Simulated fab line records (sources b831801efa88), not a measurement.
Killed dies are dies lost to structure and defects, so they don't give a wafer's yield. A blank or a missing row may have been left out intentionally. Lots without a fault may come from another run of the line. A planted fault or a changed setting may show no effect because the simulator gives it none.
A struck lot beside a sound one ; flow sky130 ; 23 steps out of a route of 708
Sound: the wafers L651.2, L651.4, L651.6. Struck: wafers L659.1, L659.2, L659.5. At the end, the cause is stated.
For every step that has rows: the tool of each side, followed by ch and its chambers, followed by its first start. Under that, the readings that differ: sound wafers ; struck wafers ; difference of the means ; sigmas: that difference in standard deviations of wafers without a fault.
alike: words and numbers the same on both sides, and readings whose means are apart by under 2 such deviations; not compared: readings that were withheld, readings missing a value for some wafer, numbers with overlapping values and no deviation given by the record, and bounds like >300 which may hide the same value.
Wherever a step has rows on one side only, a row that says differs or no value, or a row with sigmas, the two part there. Non-overlapping numbers with no deviation appear without sigmas and do not part them. A reading that every wafer of one side lacks parts them only if that side has two wafers or more.

SKY_VIA1_THK_MEAS_23: measures by xrf.
  sound on film metro-01, day 37 15:51; struck on film metro-01, day 40 02:38
  alike: VIA1_W_THK
then, 2 steps without rows for these wafers: SKY_VIA1_CMP_24 (polishes, stops on SiO2, t overpolish 15 s, target thk 0 nm); SKY_METAL2_SPUTTER_00 (material Ti, target thk 15 nm, time 10 s).
SKY_METAL2_SPUTTER_01: material TiN, target thk 20 nm, time 16.7 s.
  sound on pvd sputter-01, day 37 16:13; struck on pvd sputter-04, day 40 03:01
  alike: throttle valve pct
SKY_METAL2_SPUTTER_02: material AlCu, target thk 250 nm, time 13.3 s.
  sound on pvd sputter-01, day 37 16:15; struck on pvd sputter-04, day 40 03:02
  alike: throttle valve pct
then, 1 step without rows for these wafers: SKY_METAL2_SPUTTER_03 (material Ti, target thk 5 nm, time 3.3 s).
SKY_METAL2_SPUTTER_04: material TiN, target thk 70 nm, time 58.3 s.
  sound on pvd sputter-01, day 37 16:17; struck on pvd sputter-04, day 40 03:05
  alike: throttle valve pct
SKY_METAL2_RS_MEAS_05: a four-point-probe measurement.
  sound on film metro-04, day 37 16:22; struck on film metro-04, day 40 03:08
  alike: METAL2_ALCU_RS
SKY_METAL2_THK_MEAS_06: measures by xrf.
  sound on film metro-04, day 37 16:28; struck on film metro-04, day 40 03:15
  alike: METAL2_ALCU_THK
then, 3 steps without rows for these wafers: SKY_METAL2_DEHYDRATE_07 (time 60 s); SKY_METAL2_HMDS_08 (prime time 60 s); SKY_METAL2_COAT_09 (resist thk 60 nm).
SKY_METAL2_COAT_10: resist thk 450 nm.
  sound on litho track-02 ch 0, day 38 04:00; struck on litho track-02 ch 0, day 40 15:00
reading;sound;struck;difference;sigmas
spin speed rpm (rpm);2998.4 2995.2 3002.3;2922.9 2925.1 2926.1;-73.9;-31
model.KrF-thick_of_METAL2_COAT_10.thk nm (nm);449.8 451.2 451.1;454.9 455.8 456.4;+5.0;
  alike: exhaust pa, resist line temp C
then, 4 steps without rows for these wafers: SKY_METAL2_SOFTBAKE_11 (time 90 s); SKY_METAL2_EXPOSE_12 (exposes mask MM2, target cd 140 nm); SKY_METAL2_PEB_13; SKY_METAL2_DEVELOP_14 (develop time 60 s).
SKY_METAL2_CD_MEAS_15 targets a cd of 140 nm.
  sound on cd sem-02, day 38 17:16; struck on cd sem-01, day 41 03:38
  alike: cd nm
SKY_METAL2_OVL_MEAS_16:
  sound on overlay-02, day 38 17:22; struck on overlay-01, day 41 03:46
  alike: METAL2_OVL
SKY_METAL2_DESCUM_17: chemistry O2, time 8 s.
  sound on rie metal-02 ch 0,1, day 38 17:24; struck on rie metal-03 ch 0,1, day 41 03:48
  alike: drypump motor current A, oes product au
  not compared: rf hours counter h
SKY_METAL2_ETCH_18: etches BARC in N2/H2, stops on SiO2, time 45.9 s, target depth 60 nm.
  sound on rie metal-02 ch 0,1, day 38 17:26; struck on rie metal-03 ch 0,1, day 41 03:50
reading;sound;struck;difference;sigmas
model.KrF-thick_of_METAL2_COAT_10.thk nm (nm);391.9 392.9 394.6;397.7 400.1 400.5;+6.3;
  alike: drypump motor current A, oes product au, throttle valve pct
  not compared: rf hours counter h
SKY_METAL2_METAL_ETCH_19: etches the open film in Cl2/BCl3, stops on SiO2, target depth 360 nm, time 78 s.
  sound on rie metal-02 ch 0,1, day 38 17:29; struck on rie metal-03 ch 0,1, day 41 03:53
  alike: drypump motor current A, oes product au, throttle valve pct
  not compared: rf hours counter h
-- the record jumps here: 9 days lie between the struck wafers' starts before and after (it left off in module METAL2 and takes up again in module PAD_OPEN, whose first step shown is number 708 of the route) --
SKY_PAD_OPEN_PROBE_99:
  record: rows for the struck wafers here (prober-02, day 50 09:14), none for the sound ones

## WHERE THEY PART
Earliest at SKY_METAL2_COAT_10; latest, in this record, at SKY_PAD_OPEN_PROBE_99.

WHY: what had been put in by the simulator
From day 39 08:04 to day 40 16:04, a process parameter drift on litho track-02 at SKY_METAL2_COAT_10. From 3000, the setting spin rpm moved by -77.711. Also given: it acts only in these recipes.
